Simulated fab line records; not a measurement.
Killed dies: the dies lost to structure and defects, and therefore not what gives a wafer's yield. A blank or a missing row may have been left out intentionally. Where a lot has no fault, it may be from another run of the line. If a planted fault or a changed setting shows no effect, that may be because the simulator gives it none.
The same fault as seen by 2 desks / flow gf180mcu / each desk holds nothing but its own numbers, with what lay behind them at the end

== AT THE TOOL OWNER'S DESK: krf scanner-02 ==
The tool's own readings at GF_V2_EXPOSE_11 (exposes mask Via2, target cd 260 nm): means of the sampled wafers that have a number, for each lot that ran on this tool. Any lot whose mean is over 4 standard deviations away from the usual mean is out of limits and marked OUT; that distance is given in the brackets.
Columns: A = exposure dose mJ cm2 at GF_V2_EXPOSE_11, usual 38.70
lot=L943; first seen here=day 20 03:14; A=38.71
lot=L944; first seen here=day 20 20:22; A=38.70
lot=L945; first seen here=day 21 00:13; A=38.73
lot=L947; first seen here=day 21 22:50; A=38.71
lot=L949; first seen here=day 22 16:43; A=37.77 (-23) OUT
lot=L956; first seen here=day 24 22:58; A=37.98 (-17) OUT
This desk's finding: out of limits on L949, L956; first on L949, day 22 16:43 (exposure dose mJ cm2 at GF_V2_EXPOSE_11). Within limits: L943, L944, L945, L947.

== THE METROLOGY DESK ==
What the gauges read for every lot (on any tool): the sampled wafers with a number, averaged. Any lot whose mean is over 4 standard deviations away from the usual mean is out of limits and marked OUT; that distance is given in the brackets.
Columns: A = cd nm at GF_V2_CD_MEAS_14, usual 260.0 nm
lot=L943; first seen here=day 20 15:14; A=258.7
lot=L944; first seen here=day 21 08:26; A=260.1
lot=L945; first seen here=day 21 11:43; A=261.3
lot=L946; first seen here=day 21 22:19; A=259.8
lot=L947; first seen here=day 22 10:09; A=259.9
lot=L948; first seen here=day 22 17:53; A=261.2
lot=L949; first seen here=day 23 03:51; A=256.4
lot=L955; first seen here=day 25 02:01; A=257.2
lot=L956; first seen here=day 25 09:29; A=257.5
lot=L958; first seen here=day 26 00:19; A=262.3
lot=L960; first seen here=day 26 16:20; A=260.8
lot=L963; first seen here=day 27 11:38; A=260.6
This desk's verdict: no lot among the 12 shows anything out of limits.

== PUT TOGETHER ==
On L949, L956, at day 22 16:43, an alarm was possible from the tool owner's desk.
The metrology desk saw nothing out of limits.
The metrology desk holds a record of L949, L956, inside its limits.
Of the lots named, all ran GF_V2_EXPOSE_11 on krf scanner-02.

== WHAT HAD BEEN PUT IN BY THE SIMULATOR ==
Process parameter drift: krf scanner-02, from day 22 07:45 on, at GF_V2_EXPOSE_11. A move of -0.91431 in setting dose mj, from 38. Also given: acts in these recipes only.
Shown lots that were struck: L949, L956.
Hours from the fault's start to each desk's first reading out of limits: the tool owner's desk, 9.
